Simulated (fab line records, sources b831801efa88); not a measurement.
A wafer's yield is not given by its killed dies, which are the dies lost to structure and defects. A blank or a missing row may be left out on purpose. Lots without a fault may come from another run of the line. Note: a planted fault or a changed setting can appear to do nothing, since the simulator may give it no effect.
fab line records	flow sky130
record: lots: 24	wafers: 72	lastDay: 51
route steps=708 shown VIA1@473 METAL2@485 VIA2@520 METAL3@569 VIA3@587 METAL5@665
lots that met no fault: taken from a fault-free run of the same line
startH: the number of hours between the record's first day and the start of the first shown wafer of the lot	waitH: hours elapsed since this lot's preceding step	" the same as in the row above	L1.1+2: a row that stands for several wafers	- no value, or no start was given	* or withheld: withheld	< > ~ a bound
route shown NAME@n: NAME is a module with steps in the file, n the number in the route of the first one	usual: average and standard deviation across the fault-free wafers	same: alike in all rows	chamber/n: place in a boat	sites: per-site readings	_std_site: the standard deviation of these	_edge_site: mean of outer sites minus mean of inner sites	radiusMm: for every site, how far away it sits from the centre of the wafer	mask NAME#n: copy n	behind: the tool/chamber that last shaped the wafer	hold: why the lot went on hold/how many hours it stayed there/how the hold came to an end	device: which transistor (n, p or np) failed to switch	end of line: at the end of the route, the tests of the same wafers	a step given without rows: its recipe and nothing more	killed: the dies lost at the first sort to structure and to defects; this is not the yield of the wafer	map: a wafer's dies, x killed, . not, _ none there
set.NAME: the setting the step ran with; set.NAME@STEP: the setting that earlier step ran with	model.NAME: the simulator's own value behind a step, which no gauge read
one table for each step of the route and one row for each wafer, over a sample of lots
services: when a tool's chamber went out of use (startH, in hours from the record's first day, below 0 if earlier), for how many hours, and the reason
== steps ==
step: SKY_VIA1_ETCH_15
recipe: target: SiO2	chemistry: C4F8/O2/Ar	targetDepthNm: 351	stopOn: TiN	maskMaterial: KrF-thick	sourceW: 1500	biasW: 1200	pressureMtorr: 40	c4f8FlowSccm: withheld	O2_flow_sccm: 6	Ar_flow_sccm: 300	timeS: 54
usual: oesProductAu: 0.982/0.0052
lot.wafer	tool	chamber	startH	waitH	oesProductAu	rfHoursCounterH
L074.1	rieDiel-02	2	809.91	0.0	0.988	23
L074.2	"	3	"	"	0.982	7
L074.6	"	0	"	"	0.980	-
L075.1	rieDiel-02	1	819.06	0.0	0.986	16
L075.3	"	0	"	"	0.986	20
L075.6	"	3	"	"	0.984	-
L076.2	rieDiel-03	2	826.31	0.0	0.981	7
L076.3	"	3	"	"	0.976	5
L076.6	"	2	"	"	0.981	-
L077.3	rieDiel-04	0	832.39	0.0	0.978	5
L077.5	"	3	"	"	0.980	-
L077.6	"	2	"	"	0.993	-
L078.1	rieDiel-03	0	853.29	0.0	0.992	8
L078.2	"	1	"	"	0.982	6
L078.6	"	3	"	"	0.972	-
L079.1	rieDiel-03	1	857.89	0.0	0.984	7
L079.4	"	1	"	"	0.973	-
L079.6	"	0	"	"	0.988	-
L080.1	rieDiel-04	0	864.66	0.0	0.979	7
L080.3	"	2	"	"	0.983	13
L080.5	"	1	"	"	0.990	-
L081.1	rieDiel-03	2	867.49	0.0	0.991	8
L081.4	"	1	"	"	0.988	7
L081.5	"	3	"	"	0.974	-
L082.1	rieDiel-03	0	883.54	0.0	0.987	9
L082.2	"	3	"	"	0.977	7
L082.5	"	3	"	"	0.980	-
L083.1	rieDiel-02	0	884.89	0.0	0.979	21
L083.3	"	1	"	"	0.978	17
L083.5	"	3	"	"	0.984	-
L084.1	rieDiel-03	1	887.64	0.0	0.979	7
L084.4	"	0	"	"	0.983	9
L084.6	"	1	"	"	0.985	-
L085.3	rieDiel-03	0	892.34	0.0	0.983	10
L085.4	"	2	"	"	0.976	9
L085.6	"	2	"	"	0.985	-
L086.4	rieDiel-04	1	906.29	0.0	0.978	11
L086.5	"	0	"	"	0.987	-
L086.6	"	3	"	"	0.980	-
L088.1	rieDiel-04	0	912.69	0.0	0.979	8
L088.2	"	2	"	"	0.990	15
L088.3	"	3	"	"	0.987	14
L087.2	rieDiel-03	0	914.62	0.0	0.983	10
L087.5	"	2	"	"	0.982	-
L087.6	"	3	"	"	0.975	-
L089.3	rieDiel-02	1	914.84	0.0	0.990	18
L089.4	"	1	"	"	0.984	-
L089.6	"	2	"	"	0.976	-
L090.2	rieDiel-04	3	924.69	0.0	0.982	14
L090.3	"	0	"	"	0.980	9
L090.5	"	2	"	"	0.981	-
L091.1	rieDiel-03	2	929.29	0.0	0.986	10
L091.4	"	0	"	"	0.978	10
L091.5	"	3	"	"	0.977	-
L092.2	rieDiel-04	1	937.42	0.0	0.987	12
L092.5	"	3	"	"	0.991	-
L092.6	"	0	"	"	0.985	-
L093.1	rieDiel-02	2	943.44	0.0	0.982	0
L093.2	"	3	"	"	0.988	11
L093.4	"	0	"	"	0.979	22
L094.2	rieDiel-03	2	947.09	0.0	0.979	10
L094.3	"	3	"	"	0.971	9
L094.6	"	1	"	"	0.972	-
L095.3	rieDiel-03	0	954.89	0.0	0.985	11
L095.4	"	2	"	"	0.983	10
L095.5	"	2	"	"	0.980	-
L096.1	rieDiel-04	0	962.54	0.0	0.983	10
L096.2	"	1	"	"	0.987	12
L096.4	"	2	"	"	0.988	16
L097.4	rieDiel-04	3	972.22	0.0	0.991	16
L097.5	"	2	"	"	0.984	-
L097.6	"	3	"	"	0.975	-
step: SKY_METAL2_SPUTTER_02
recipe: material: AlCu	targetThkNm: 250	powerW: 10600	timeS: 13.3	chamberPressurePa: 0.4
usual: throttleValvePct: 29.5/1
lot.wafer	tool	chamber	startH	waitH	throttleValvePct
L074.1	pvdSputter-03	-	811.25	0.0	30.4
L074.2	"	-	"	"	28.2
L074.6	"	-	"	"	28.0
L075.1	pvdSputter-02	-	824.26	0.0	30.2
L075.3	"	-	"	"	29.8
L075.6	"	-	"	"	29.9
L076.2	pvdSputter-02	-	827.77	0.0	30.1
L076.3	"	-	"	"	29.9
L076.6	"	-	"	"	29.9
L077.3	pvdSputter-01	-	833.71	0.0	30.2
L077.5	"	-	"	"	28.4
L077.6	"	-	"	"	30.2
L078.1	pvdSputter-02	-	854.61	0.0	31.0
L078.2	"	-	"	"	30.1
L078.6	"	-	"	"	30.8
L079.1	pvdSputter-02	-	859.35	0.0	30.1
L079.4	"	-	"	"	29.9
L079.6	"	-	"	"	29.8
L080.1	pvdSputter-02	-	865.98	0.0	30.8
L080.3	"	-	"	"	29.8
L080.5	"	-	"	"	30.8
L081.1	pvdSputter-02	-	868.81	0.0	29.7
L081.4	"	-	"	"	29.8
L081.5	"	-	"	"	29.9
L082.1	pvdSputter-01	-	884.87	0.0	30.0
L082.2	"	-	"	"	30.2
L082.5	"	-	"	"	30.2
L083.1	pvdSputter-02	-	886.21	0.0	29.9
L083.3	"	-	"	"	30.1
L083.5	"	-	"	"	31.0
L084.1	pvdSputter-03	-	888.96	0.0	28.3
L084.4	"	-	"	"	30.6
L084.6	"	-	"	"	28.8
L085.3	pvdSputter-01	-	893.67	0.0	30.0
L085.4	"	-	"	"	30.2
L085.6	"	-	"	"	30.2
L086.4	pvdSputter-01	-	907.62	0.0	30.3
L086.5	"	-	"	"	27.8
L086.6	"	-	"	"	30.2
L088.1	pvdSputter-03	-	914.04	0.0	30.7
L088.2	"	-	"	"	28.6
L088.3	"	-	"	"	27.9
L087.2	pvdSputter-01	-	916.95	0.0	28.3
L087.5	"	-	"	"	30.2
L087.6	"	-	"	"	27.8
L089.3	pvdSputter-02	-	917.25	0.0	29.8
L089.4	"	-	"	"	31.0
L089.6	"	-	"	"	29.9
L090.2	pvdSputter-01	-	926.10	0.0	30.1
L090.3	"	-	"	"	27.7
L090.5	"	-	"	"	30.2
L091.1	pvdSputter-01	-	930.65	0.0	30.2
L091.4	"	-	"	"	27.6
L091.5	"	-	"	"	27.7
L092.2	pvdSputter-02	-	938.74	0.0	31.0
L092.5	"	-	"	"	30.6
L092.6	"	-	"	"	29.8
L093.1	pvdSputter-03	-	944.76	0.0	28.0
L093.2	"	-	"	"	30.5
L093.4	"	-	"	"	28.8
L094.2	pvdSputter-03	-	948.44	0.0	30.7
L094.3	"	-	"	"	28.8
L094.6	"	-	"	"	28.8
L095.3	pvdSputter-01	-	956.21	0.0	28.3
L095.4	"	-	"	"	28.0
L095.5	"	-	"	"	30.2
L096.1	pvdSputter-02	-	963.86	0.0	30.9
L096.2	"	-	"	"	30.0
L096.4	"	-	"	"	29.5
L097.4	pvdSputter-01	-	974.02	0.0	27.4
L097.5	"	-	"	"	28.3
L097.6	"	-	"	"	30.3
step: SKY_VIA2_OVL_MEAS_13
usual: VIA2_OVL: -1/5
lot.wafer	tool	chamber	startH	waitH	VIA2_OVL[nm]
L074.1	overlay-01	-	866.39	0.1	-6
L074.2	"	-	"	"	-3
L074.6	"	-	"	"	-2
L075.1	overlay-02	-	879.26	0.1	-1
L075.3	"	-	"	"	-3
L075.6	"	-	"	"	-4
L076.2	overlay-01	-	883.81	0.1	-2
L076.3	"	-	"	"	4
L076.6	"	-	"	"	-1
L077.3	overlay-01	-	889.32	0.1	5
L077.5	"	-	"	"	4
L077.6	"	-	"	"	4
L078.1	overlay-02	-	909.86	0.1	-8
L078.2	"	-	"	"	6
L078.6	"	-	"	"	-3
L079.1	overlay-01	-	914.31	0.1	4
L079.4	"	-	"	"	5
L079.6	"	-	"	"	-2
L080.1	overlay-02	-	920.09	0.1	3
L080.3	"	-	"	"	-4
L080.5	"	-	"	"	1
L081.1	overlay-01	-	923.39	0.1	9
L081.4	"	-	"	"	4
L081.5	"	-	"	"	4
L082.1	overlay-01	-	938.04	0.1	-2
L082.2	"	-	"	"	-5
L082.5	"	-	"	"	3
L083.1	overlay-01	-	940.46	0.1	3
L083.3	"	-	"	"	5
L083.5	"	-	"	"	2
L084.1	overlay-02	-	942.69	0.1	3
L084.4	"	-	"	"	-6
L084.6	"	-	"	"	-7
L085.3	overlay-02	-	946.57	0.1	2
L085.4	"	-	"	"	-8
L085.6	"	-	"	"	-1
L086.4	overlay-02	-	959.53	0.1	-9
L086.5	"	-	"	"	-1
L086.6	"	-	"	"	-6
L088.1	overlay-01	-	967.06	0.1	9
L088.2	"	-	"	"	9
L088.3	"	-	"	"	5
L087.2	overlay-02	-	969.11	0.1	-1
L087.5	"	-	"	"	-6
L087.6	"	-	"	"	3
L089.3	overlay-01	-	969.47	0.1	-1
L089.4	"	-	"	"	-7
L089.6	"	-	"	"	-9
L090.2	overlay-01	-	978.56	0.1	-5
L090.3	"	-	"	"	-3
L090.5	"	-	"	"	0
L091.1	overlay-01	-	982.69	0.1	3
L091.4	"	-	"	"	2
L091.5	"	-	"	"	-3
L092.2	overlay-02	-	989.51	0.1	-4
L092.5	"	-	"	"	-1
L092.6	"	-	"	"	1
L093.1	overlay-02	-	996.69	0.1	-6
L093.2	"	-	"	"	-4
L093.4	"	-	"	"	-2
L094.2	overlay-02	-	999.74	0.1	-10
L094.3	"	-	"	"	-4
L094.6	"	-	"	"	-5
L095.3	overlay-01	-	1006.47	0.1	-3
L095.4	"	-	"	"	-9
L095.5	"	-	"	"	2
L096.1	overlay-02	-	1015.14	0.1	8
L096.2	"	-	"	"	7
L096.4	"	-	"	"	10
L097.4	overlay-02	-	1024.36	0.1	-8
L097.5	"	-	"	"	-5
L097.6	"	-	"	"	1
step: SKY_METAL3_STRIP_19
recipe: chemistry: O2/N2	powerW: 1400	pressureMtorr: 1500	platenTempC: withheld	o2FlowSccm: 3000	n2FlowSccm: 300	overashFraction: 0.5
usual: drypumpMotorCurrentA: 5.69/0.3	oesProductAu: 0.504/0.0058	stripTimeToEndpointS: 6.58/0.079
same: overashFraction: 0.5
lot.wafer	tool	chamber	startH	waitH	drypumpMotorCurrentA	oesProductAu	rfHoursCounterH	stripTimeToEndpointS
L074.1	plasmaAsher-04	1	921.82	0.1	5.88	0.506	48	6.58
L074.2	"	0	"	"	5.91	0.500	48	6.57
L074.6	"	1	"	"	5.87	0.513	-	6.65
L075.1	plasmaAsher-04	1	933.83	0.1	5.85	0.497	49	6.58
L075.3	"	0	"	"	5.92	0.508	-	6.76
L075.6	"	1	"	"	5.85	0.504	-	6.55
L076.2	plasmaAsher-04	0	938.05	0.1	5.92	0.513	50	6.66
L076.3	"	0	"	"	5.91	0.512	-	6.64
L076.6	"	0	"	"	5.91	0.509	-	6.64
L077.3	plasmaAsher-02	1	943.73	0.2	5.90	0.510	-	6.47
L077.5	"	1	"	"	5.90	0.506	-	6.49
L077.6	"	0	"	"	5.70	0.511	-	6.52
L078.1	plasmaAsher-02	0	963.24	0.1	5.69	0.499	22	6.50
L078.2	"	1	"	"	5.92	0.509	22	6.67
L078.6	"	1	"	"	5.94	0.505	-	6.49
L079.1	plasmaAsher-04	1	968.68	0.3	5.87	0.509	53	6.63
L079.4	"	0	"	"	5.89	0.505	-	6.62
L079.6	"	0	"	"	5.88	0.495	-	6.61
L080.1	plasmaAsher-01	0	972.98	0.3	5.14	0.511	84	6.65
L080.3	"	0	"	"	5.11	0.509	-	6.65
L080.5	"	0	"	"	5.14	0.503	-	6.68
L081.1	plasmaAsher-04	0	975.98	0.3	5.88	0.510	54	6.61
L081.4	"	1	"	"	5.85	0.498	-	6.53
L081.5	"	0	"	"	5.91	0.510	-	6.58
L082.1	plasmaAsher-04	1	991.30	0.1	5.89	0.502	55	6.44
L082.2	"	0	"	"	5.90	0.502	55	6.63
L082.5	"	0	"	"	5.91	0.509	-	6.70
L083.1	plasmaAsher-02	1	993.25	0.1	5.91	0.500	25	6.48
L083.3	"	0	"	"	5.71	0.506	-	6.48
L083.5	"	0	"	"	5.69	0.509	-	6.71
L084.1	plasmaAsher-04	0	994.92	0.1	5.92	0.506	56	6.65
L084.4	"	1	"	"	5.85	0.504	-	6.52
L084.6	"	1	"	"	5.84	0.508	-	6.65
L085.3	plasmaAsher-02	0	998.88	0.1	5.67	0.510	-	6.63
L085.4	"	1	"	"	5.96	0.501	-	6.51
L085.6	"	0	"	"	5.69	0.498	-	6.58
L086.4	plasmaAsher-01	0	1011.29	0.1	5.11	0.500	-	6.60
L086.5	"	0	"	"	5.11	0.492	-	6.53
L086.6	"	1	"	"	5.28	0.504	-	6.60
L088.1	plasmaAsher-01	1	1018.92	0.1	5.31	0.495	88	6.62
L088.2	"	0	"	"	5.10	0.497	88	6.60
L088.3	"	1	"	"	5.31	0.509	-	6.63
L087.2	plasmaAsher-04	0	1020.05	0.1	5.90	0.503	58	6.51
L087.5	"	0	"	"	5.91	0.515	-	6.57
L087.6	"	1	"	"	5.86	0.502	-	6.59
L089.3	plasmaAsher-02	0	1021.33	0.2	5.69	0.494	-	6.48
L089.4	"	1	"	"	5.90	0.495	-	6.48
L089.6	"	1	"	"	5.93	0.489	-	6.41
L090.2	plasmaAsher-01	1	1028.48	0.1	5.30	0.501	90	6.59
L090.3	"	1	"	"	5.29	0.512	-	6.63
L090.5	"	1	"	"	5.28	0.503	-	6.57
L091.1	plasmaAsher-04	1	1032.60	0.1	5.85	0.503	59	6.45
L091.4	"	1	"	"	5.87	0.492	-	6.42
L091.5	"	0	"	"	5.93	0.498	-	6.55
L092.2	plasmaAsher-04	0	1040.65	0.1	5.92	0.495	60	6.57
L092.5	"	0	"	"	5.93	0.510	-	6.62
L092.6	"	1	"	"	5.84	0.501	-	6.59
L093.1	plasmaAsher-01	0	1047.12	0.1	5.09	0.504	91	6.54
L093.2	"	1	"	"	5.28	0.503	91	6.49
L093.4	"	1	"	"	5.30	0.497	-	6.61
L094.2	plasmaAsher-04	0	1050.35	0.1	5.90	0.510	61	6.60
L094.3	"	1	"	"	5.81	0.502	-	6.63
L094.6	"	0	"	"	5.91	0.505	-	6.67
L095.3	plasmaAsher-01	0	1055.51	0.2	5.08	0.497	-	6.50
L095.4	"	1	"	"	5.32	0.498	-	6.57
L095.5	"	0	"	"	5.11	0.508	-	6.61
L096.1	plasmaAsher-02	0	1064.78	0.1	5.69	0.509	32	6.58
L096.2	"	1	"	"	5.95	0.514	32	6.68
L096.4	"	0	"	"	5.67	0.504	-	6.70
L097.4	plasmaAsher-02	1	1074.23	0.2	5.92	0.497	-	6.46
L097.5	"	1	"	"	5.90	0.496	-	6.48
L097.6	"	0	"	"	5.69	0.507	-	6.46
step: SKY_VIA3_ETCH_14
recipe: chemistry: N2/H2	target: BARC	ionEnergyEv: 200	sourceW: 500	biasW: 100	pressureMtorr: 30	n2FlowSccm: 100	h2FlowSccm: 200	stopOn: SiO2	timeS: 45.9	targetDepthA: 600
usual: drypumpMotorCurrentA: 6.0/0.34	oesProductAu: 0.855/0.0047	throttleValvePct: 13.226/0.0089
lot.wafer	tool	chamber	startH	waitH	drypumpMotorCurrentA	oesProductAu	rfHoursCounterH	throttleValvePct
L074.1	rieDiel-01	3	948.14	0.0	6.2	0.861	28	13.233
L074.2	"	0	"	"	5.9	0.858	17	13.210
L074.6	"	1	"	"	6.1	0.854	-	13.227
L075.1	rieDiel-01	2	959.89	0.0	6.0	0.854	21	13.228
L075.3	"	1	"	"	6.1	0.860	17	13.228
L075.6	"	1	"	"	6.1	0.858	-	13.233
L076.2	rieDiel-02	0	964.14	0.0	6.0	0.855	22	13.232
L076.3	"	3	"	"	6.2	0.859	12	13.228
L076.6	"	2	"	"	6.6	0.854	-	13.215
L077.3	rieDiel-04	0	970.15	0.0	6.3	0.849	10	13.235
L077.5	"	2	"	"	5.5	0.850	-	13.218
L077.6	"	3	"	"	5.3	0.855	-	13.232
L078.1	rieDiel-01	0	989.07	0.0	5.9	0.866	18	13.220
L078.2	"	2	"	"	6.0	0.859	22	13.218
L078.6	"	0	"	"	5.9	0.856	-	13.229
L079.1	rieDiel-01	0	994.12	0.0	5.9	0.855	18	13.227
L079.4	"	2	"	"	6.0	0.854	22	13.220
L079.6	"	2	"	"	6.0	0.856	-	13.233
L080.1	rieDiel-04	1	999.42	0.0	6.4	0.859	14	13.233
L080.3	"	0	"	"	6.4	0.856	11	13.243
L080.5	"	1	"	"	6.4	0.856	-	13.228
L081.1	rieDiel-02	2	1000.70	0.0	6.6	0.850	2	13.230
L081.4	"	1	"	"	5.5	0.852	21	13.224
L081.5	"	3	"	"	6.2	0.847	-	13.232
L082.1	rieDiel-01	2	1016.40	0.0	6.0	0.852	23	13.229
L082.2	"	0	"	"	5.9	0.855	19	13.217
L082.5	"	3	"	"	6.2	0.857	-	13.225
L083.1	rieDiel-02	0	1018.35	0.0	6.0	0.857	24	13.216
L083.3	"	2	"	"	6.6	0.851	3	13.240
L083.5	"	1	"	"	5.5	0.859	-	13.207
L084.1	rieDiel-01	3	1021.45	0.0	6.2	0.852	30	13.226
L084.4	"	0	"	"	5.9	0.851	19	13.224
L084.6	"	3	"	"	6.2	0.862	-	13.215
L085.3	rieDiel-02	3	1024.20	0.0	6.2	0.848	13	13.229
L085.4	"	3	"	"	6.2	0.860	-	13.226
L085.6	"	2	"	"	6.6	0.861	-	13.216
L086.4	rieDiel-02	2	1036.30	0.0	6.6	0.856	-	13.213
L086.5	"	3	"	"	6.2	0.857	-	13.226
L086.6	"	1	"	"	5.5	0.850	-	13.238
L088.1	rieDiel-04	2	1044.26	0.0	5.5	0.848	19	13.239
L088.2	"	3	"	"	5.3	0.847	18	13.244
L088.3	"	1	"	"	6.4	0.854	15	13.221
L087.2	rieDiel-02	2	1045.42	0.0	6.7	0.863	4	13.225
L087.5	"	1	"	"	5.4	0.856	-	13.212
L087.6	"	0	"	"	6.0	0.859	-	13.223
L089.3	rieDiel-01	0	1046.92	0.0	5.9	0.854	20	13.233
L089.4	"	3	"	"	6.2	0.855	31	13.231
L089.6	"	1	"	"	6.2	0.853	-	13.219
L090.2	rieDiel-02	2	1053.82	0.0	6.6	0.860	4	13.216
L090.3	"	3	"	"	6.2	0.849	14	13.224
L090.5	"	3	"	"	6.2	0.853	-	13.223
L091.1	rieDiel-01	1	1056.70	0.0	6.1	0.860	20	13.226
L091.4	"	2	"	"	6.0	0.858	24	13.240
L091.5	"	3	"	"	6.2	0.855	-	13.230
L092.2	rieDiel-01	2	1065.75	0.0	6.0	0.863	25	13.229
L092.5	"	3	"	"	6.2	0.839	-	13.230
L092.6	"	2	"	"	6.0	0.849	-	13.230
L093.1	rieDiel-01	0	1071.42	0.0	5.9	0.865	21	13.215
L093.2	"	3	"	"	6.2	0.856	32	13.237
L093.4	"	2	"	"	6.0	0.856	25	13.232
L094.2	rieDiel-02	3	1073.87	0.0	6.3	0.861	15	13.233
L094.3	"	2	"	"	6.7	0.856	5	13.239
L094.6	"	0	"	"	6.0	0.862	-	13.231
L095.3	rieDiel-01	2	1078.37	0.0	6.0	0.853	25	13.214
L095.4	"	1	"	"	6.2	0.854	21	13.228
L095.5	"	1	"	"	6.1	0.849	-	13.222
L096.1	rieDiel-04	3	1088.00	0.0	5.3	0.854	19	13.224
L096.2	"	2	"	"	5.5	0.852	20	13.226
L096.4	"	1	"	"	6.4	0.854	16	13.233
L097.4	rieDiel-01	3	1097.47	0.0	6.2	0.857	-	13.231
L097.5	"	1	"	"	6.2	0.849	-	13.230
L097.6	"	3	"	"	6.2	0.857	-	13.236
step: SKY_METAL5_SPUTTER_04
recipe: material: TiN	targetThkNm: 70	powerW: 6500	timeS: 58.3	chamberPressurePa: 0.4
usual: throttleValvePct: 29.5/0.98
lot.wafer	tool	chamber	startH	waitH	throttleValvePct
L074.1	pvdSputter-02	-	1026.50	0.0	30.0
L074.2	"	-	"	"	31.0
L074.6	"	-	"	"	29.6
L075.1	pvdSputter-02	-	1037.74	0.0	29.8
L075.3	"	-	"	"	30.1
L075.6	"	-	"	"	31.0
L076.2	pvdSputter-01	-	1042.52	0.0	27.8
L076.3	"	-	"	"	30.3
L076.6	"	-	"	"	30.0
L077.3	pvdSputter-02	-	1049.00	0.0	29.9
L077.5	"	-	"	"	30.3
L077.6	"	-	"	"	31.0
L078.1	pvdSputter-03	-	1064.71	0.0	28.8
L078.2	"	-	"	"	28.0
L078.6	"	-	"	"	28.7
L079.1	pvdSputter-03	-	1068.88	0.0	30.7
L079.4	"	-	"	"	28.4
L079.6	"	-	"	"	29.0
L080.1	pvdSputter-02	-	1075.03	0.0	29.9
L080.3	"	-	"	"	30.8
L080.5	"	-	"	"	29.9
L081.1	pvdSputter-01	-	1076.48	0.0	30.4
L081.4	"	-	"	"	30.5
L081.5	"	-	"	"	27.9
L082.1	pvdSputter-03	-	1091.49	0.0	28.7
L082.2	"	-	"	"	28.3
L082.5	"	-	"	"	28.6
L083.1	pvdSputter-02	-	1091.72	0.0	30.9
L083.3	"	-	"	"	30.0
L083.5	"	-	"	"	30.1
L084.1	pvdSputter-02	-	1096.00	0.0	29.8
L084.4	"	-	"	"	29.8
L084.6	"	-	"	"	29.9
L085.3	pvdSputter-03	-	1098.51	0.0	30.5
L085.4	"	-	"	"	28.9
L085.6	"	-	"	"	30.4
L086.4	pvdSputter-03	-	1107.55	0.0	28.5
L086.5	"	-	"	"	28.6
L086.6	"	-	"	"	30.4
L088.1	pvdSputter-03	-	1115.79	0.0	28.2
L088.2	"	-	"	"	29.0
L088.3	"	-	"	"	29.0
L087.2	pvdSputter-01	-	1116.05	0.0	28.4
L087.5	"	-	"	"	30.2
L087.6	"	-	"	"	28.1
L089.3	pvdSputter-01	-	1117.20	0.0	27.7
L089.4	"	-	"	"	30.1
L089.6	"	-	"	"	28.3
L090.2	pvdSputter-02	-	1123.01	0.0	30.1
L090.3	"	-	"	"	29.9
L090.5	"	-	"	"	29.8
L091.1	pvdSputter-01	-	1126.00	0.0	27.7
L091.4	"	-	"	"	28.4
L091.5	"	-	"	"	28.3
L092.2	pvdSputter-03	-	1134.83	0.0	30.7
L092.5	"	-	"	"	27.8
L092.6	"	-	"	"	30.6
L093.1	pvdSputter-03	-	1139.66	0.0	29.0
L093.2	"	-	"	"	28.1
L093.4	"	-	"	"	28.7
L094.2	pvdSputter-03	-	1142.86	0.0	28.7
L094.3	"	-	"	"	28.2
L094.6	"	-	"	"	28.9
L095.3	pvdSputter-02	-	1145.23	0.0	30.1
L095.4	"	-	"	"	30.7
L095.5	"	-	"	"	30.8
L096.1	pvdSputter-03	-	1153.94	0.0	28.7
L096.2	"	-	"	"	28.9
L096.4	"	-	"	"	28.2
L097.4	pvdSputter-03	-	1163.81	0.0	28.0
L097.5	"	-	"	"	28.4
L097.6	"	-	"	"	30.6
== services ==
tool	chamber	startH	hours	kind
pvdSputter-01	-	786.03	4.2	repair
rieDiel-01	-	795.44	0.2	repair
rieDiel-01	2	797.60	1.7	repair
rieDiel-02	-	814.61	1.0	repair
rieDiel-02	-	823.32	44.5	repair
rieDiel-02	2	837.89	7.0	repair
pvdSputter-03	-	853.48	12.7	repair
rieDiel-04	2	862.39	2.2	repair
rieDiel-01	2	874.73	5.6	repair
rieDiel-02	2	881.58	10.0	repair
pvdSputter-01	-	884.99	2.0	repair
pvdSputter-02	-	887.82	1.0	repair
rieDiel-02	0	889.46	26.4	repair
pvdSputter-03	-	889.66	6.3	repair
rieDiel-02	1	892.14	8.2	repair
pvdSputter-01	-	964.91	0.7	repair
rieDiel-01	2	977.09	2.0	repair
pvdSputter-01	-	994.16	3.2	repair
rieDiel-04	-	1034.66	2.8	pm
pvdSputter-01	-	1082.95	1.1	repair
rieDiel-01	-	1089.83	0.3	repair
rieDiel-02	1	1103.12	4.8	repair
pvdSputter-03	-	1123.26	1.4	repair
pvdSputter-01	-	1149.28	5.7	repair
== key ==
fault none
